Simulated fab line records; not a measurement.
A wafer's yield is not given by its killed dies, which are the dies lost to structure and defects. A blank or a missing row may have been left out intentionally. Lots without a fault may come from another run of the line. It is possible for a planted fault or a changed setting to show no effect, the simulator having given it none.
2 desks looking at one fault ; flow gf180mcu ; every desk sees just its own numbers, and what lay behind them comes last

## FOR THE TOOL OWNER'S DESK: cmp-02
The tool's own readings at GF_V1_CMP_04 (polishes SiO2): means of the sampled wafers that have a number, for each lot that ran on this tool. The brackets show how far a lot's mean lies from the usual mean; more than 4 standard deviations puts the lot out of limits, marked OUT.
Columns: A = motor-current-A at GF_V1_CMP_04, usual 11.9 A; B = time-to-endpoint-s at GF_V1_CMP_04, usual 81 s
lot;first seen here;A;B
L369;day 17 19:55;12.9;81
L370;day 18 11:37;12.2;84
L372;day 19 04:04;11.9;94
L376;day 20 15:37;12.4;97
L382;day 22 18:48;12.1;81
L386;day 24 03:13;11.8;82
L390;day 25 05:08;12.0;82
This desk's verdict: no lot among the 7 shows anything out of limits.

## AT THE METROLOGY DESK
Lot by lot, what the gauges showed, no matter which tool ran the lot: averages of those sampled wafers that carry a number. The brackets show how far a lot's mean lies from the usual mean; more than 4 standard deviations puts the lot out of limits, marked OUT.
Columns: A = cd-nm at GF_V1_CD_MEAS_14, usual 259.8 nm; B = V1_OVL at GF_V1_OVL_MEAS_15, usual 1 nm
lot;first seen here;A;B
L368;day 18 16:41;258.0;3
L369;day 18 20:06;259.9;-2
L370;day 19 12:26;260.0;-1
L372;day 20 04:52;259.9;-1
L376;day 21 15:48;260.5;-2
L382;day 23 18:32;260.5;4
L383;day 23 21:10;261.1;-0
L384;day 24 04:37;260.7;0
L385;day 24 10:51;260.2;8
L386;day 25 02:14;259.9;7
L387;day 25 02:35;258.3;-4
L388;day 25 10:34;260.5;-3
L390;day 26 02:31;260.0;-1
This desk's verdict: no lot among the 13 shows anything out of limits.

## PUT TOGETHER
Nothing out of limits was seen by the tool owner's desk.
From the metrology desk's view, nothing was out of limits.

## WHAT HAD BEEN PUT IN BY THE SIMULATOR
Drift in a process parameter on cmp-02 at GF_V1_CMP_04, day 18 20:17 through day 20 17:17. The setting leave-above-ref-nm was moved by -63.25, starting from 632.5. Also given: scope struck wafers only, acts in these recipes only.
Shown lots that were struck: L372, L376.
